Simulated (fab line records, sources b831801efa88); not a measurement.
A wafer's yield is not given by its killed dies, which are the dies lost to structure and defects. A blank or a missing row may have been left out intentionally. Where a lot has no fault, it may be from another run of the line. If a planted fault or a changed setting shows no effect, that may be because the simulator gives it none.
Comparing a struck lot with a sound one | flow sky130 | 17 steps out of a route of 708
Sound: wafers L698.1, L698.4, L698.5. Wafers L712.2, L712.4, L712.6 were the ones struck. At the end, the cause is stated.
Order at every step that has rows: each side's tool, ch and its chambers, its first start. Under that, the readings that differ: sound wafers | struck wafers | difference of the means | sigmas: that difference in standard deviations of wafers without a fault.
alike: readings with means less than 2 such deviations apart, plus words and numbers identical on both sides. not compared: withheld readings, readings lacking a value on some wafer, bounds such as >300 that could conceal the same value, and numbers that have no deviation in the record and whose values overlap.
Wherever a step has rows on one side only, a row that says differs or no value, or a row with sigmas, the two part there. Non-overlapping numbers with no deviation appear without sigmas and do not part them. Lack of a reading on every wafer of one side parts them only where that side has two or more wafers.

first, 2 steps without rows for these wafers: SKY_NWELL_PEB_08; SKY_NWELL_DEVELOP_09 (develop time 60 s).
SKY_NWELL_OVL_MEAS_10:
  sound: overlay-01 at day 5 08:12; struck: overlay-02 at day 8 21:12
  alike: NWELL_00_OVL
then, 3 steps without rows for these wafers: SKY_NWELL_IMPLANT_11; SKY_NWELL_IMPLANT_12; SKY_NWELL_IMPLANT_13.
SKY_NWELL_STRIP_14: strips in O2/N2.
  sound on plasma asher-01 ch 0,1, day 5 08:41; struck on plasma asher-01 ch 0,1, day 8 21:41
  alike: drypump motor current A, oes product au, strip time to endpoint s
  not compared: rf hours counter h
SKY_NWELL_TW_MEAS_15:
  sound: film metro-03 at day 5 08:47; struck: film metro-04 at day 8 21:47
  alike: NWELL_TW
then, 4 steps without rows for these wafers: SKY_NWELL_DEHYDRATE_16 (time 60 s); SKY_NWELL_HMDS_17 (prime time 60 s); SKY_NWELL_COAT_18 (resist thk 3000 nm); SKY_NWELL_SOFTBAKE_19.
SKY_NWELL_EXPOSE_20: exposes mask NWM COMPLEMENT, target cd 840 nm.
  sound on iline stepper-01 ch 0, day 5 17:32; struck on iline stepper-02 ch 0, day 9 08:55
  reading                       | sound                | struck            | difference | sigmas
  model.NWELL.overlay x nm (nm) | -3.619 -3.619 -3.619 | 241.5 241.5 241.5 | +245.1     |
  alike: mask
then, 2 steps without rows for these wafers: SKY_NWELL_PEB_21; SKY_NWELL_DEVELOP_22 (develop time 60 s).
SKY_NWELL_OVL_MEAS_23:
  sound: overlay-01 at day 6 02:11; struck: overlay-02 at day 9 20:05
  reading           | sound          | struck            | difference | sigmas
  NWELL_01_OVL (nm) | -2.6 -1.7 -3.2 | 240.9 242.3 243.4 | +244.7     | +99 or more
  not compared: hold
after that, 1 step had no rows for these wafers: SKY_PAD_OPEN_PROBE_99.

WHERE THEY PART
Only at SKY_NWELL_OVL_MEAS_23, within this record.

WHY: what the simulator had put in
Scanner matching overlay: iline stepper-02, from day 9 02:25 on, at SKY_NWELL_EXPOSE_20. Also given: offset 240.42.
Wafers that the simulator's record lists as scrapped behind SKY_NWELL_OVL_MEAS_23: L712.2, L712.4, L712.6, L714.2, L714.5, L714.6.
